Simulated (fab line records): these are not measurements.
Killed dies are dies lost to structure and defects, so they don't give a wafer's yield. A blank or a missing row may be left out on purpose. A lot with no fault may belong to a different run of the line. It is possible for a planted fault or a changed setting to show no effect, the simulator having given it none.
A struck lot beside a sound one | flow sky130 | 15 out of 708 route steps
Sound: wafers L347.3, L347.4, L347.5. The struck wafers were L364.3, L364.4, L364.5. At the end, the cause is stated.
Per side, at each step with rows, come the tool, then ch with its chambers, and then its first start. Under that, the readings that differ: sound wafers | struck wafers | difference of the means | sigmas: that difference in standard deviations of wafers without a fault.
alike: same words and numbers on both sides, and readings whose means sit less than 2 such deviations apart. not compared: any withheld reading, any reading some wafer has no value for, any bound like >300 that may hide the same value, and any number with overlapping values for which the record gives no deviation.
Wherever a step has rows on one side only, a row that says differs or no value, or a row with sigmas, the two part there. When numbers do not overlap yet have no deviation, they are printed without sigmas and do not part them. A reading that every wafer of one side lacks parts them only if that side has two wafers or more.

first, 3 steps without rows for these wafers: SKY_CONTACT_EXPOSE_11 (exposes mask CTM1, target cd 170 nm); SKY_CONTACT_PEB_12; SKY_CONTACT_DEVELOP_13 (develop time 60 s).
SKY_CONTACT_CD_MEAS_14 targets a cd of 170 nm.
  sound on cd sem-01, day 32 05:16; struck on cd sem-02, day 37 20:17
  alike: cd nm
SKY_CONTACT_OVL_MEAS_15:
  sound on overlay-02, day 32 05:22; struck on overlay-01, day 37 20:22
  alike: CONTACT_OVL
SKY_CONTACT_ETCH_16: etches BARC in N2/H2, stops on SiO2, time 45.9 s, target depth 60 nm.
  sound on rie diel-01 ch 2,3, day 32 05:23; struck on rie diel-01 ch 0,1,3, day 37 20:24
  alike: drypump motor current A, oes product au, throttle valve pct
  not compared: rf hours counter h
SKY_CONTACT_ETCH_17: etches SiO2 in C4F8/O2/Ar, stops on Si3N4, target depth 340 nm.
  sound on rie diel-01 ch 2,3, day 32 05:26; struck on rie diel-01 ch 0,1,3, day 37 20:26
  alike: oes product au
SKY_CONTACT_ETCH_18: etches Si3N4 in CHF3/O2, stops on TiN, time 39 s, target depth 75 nm.
  sound: rie diel-01 ch 2,3; struck: rie diel-01 ch 0,1,3
  alike: O2_flow_sccm, drypump motor current A, oes product au, throttle valve pct
  not compared: rf hours counter h
SKY_CONTACT_STRIP_19: strips in O2/N2.
  sound on plasma asher-04 ch 0,1, day 32 05:34; struck on plasma asher-02 ch 0,1, day 37 20:34
  alike: drypump motor current A, oes product au, strip time to endpoint s
  not compared: rf hours counter h
then, 3 steps without rows for these wafers: SKY_CONTACT_STRIP_20 (strips in post etch residue remover, time 1200 s); SKY_CONTACT_CLEAN_21 (cleans in IPA, time 180 s); SKY_CONTACT_CLEAN_22 (cleans in O3/DIW).
SKY_CONTACT_SPUTTER_23: material TiN, target thk 20 nm, time 80 s.
  sound on pvd sputter-03, day 32 06:08; struck on pvd sputter-04, day 37 21:08
  reading                                     | sound             | struck            | difference | sigmas
  model.TiN_of_CONTACT_SPUTTER_23.thk nm (nm) | 19.66 20.26 19.63 | 22.46 22.66 22.23 | +2.60      |
  alike: cathode dc power W, throttle valve pct
SKY_CONTACT_CVD_24: deposits W, target thk 340 nm, time 102.12 s.
  sound on cvd w-02 ch 0,1, day 32 06:14; struck on cvd w-01 ch 0,1, day 37 21:14
  alike: heater power outer w, heater power w
-- the record jumps here: 13 days lie between the struck wafers' starts before and after (it left off in module CONTACT and takes up again in module PAD_OPEN, whose first step shown is number 708 of the route) --
SKY_PAD_OPEN_PROBE_99:
  sound on prober-01, day 46 00:24; struck on prober-02, day 50 10:36
  alike: killed_at_M0_to_M3, killed_at_M4_up, killed at contacts, killed at front end, killed at other, killed dies, killed open, killed short

## WHERE THEY PART
Nowhere in this record.

WHY: the cause the simulator had injected
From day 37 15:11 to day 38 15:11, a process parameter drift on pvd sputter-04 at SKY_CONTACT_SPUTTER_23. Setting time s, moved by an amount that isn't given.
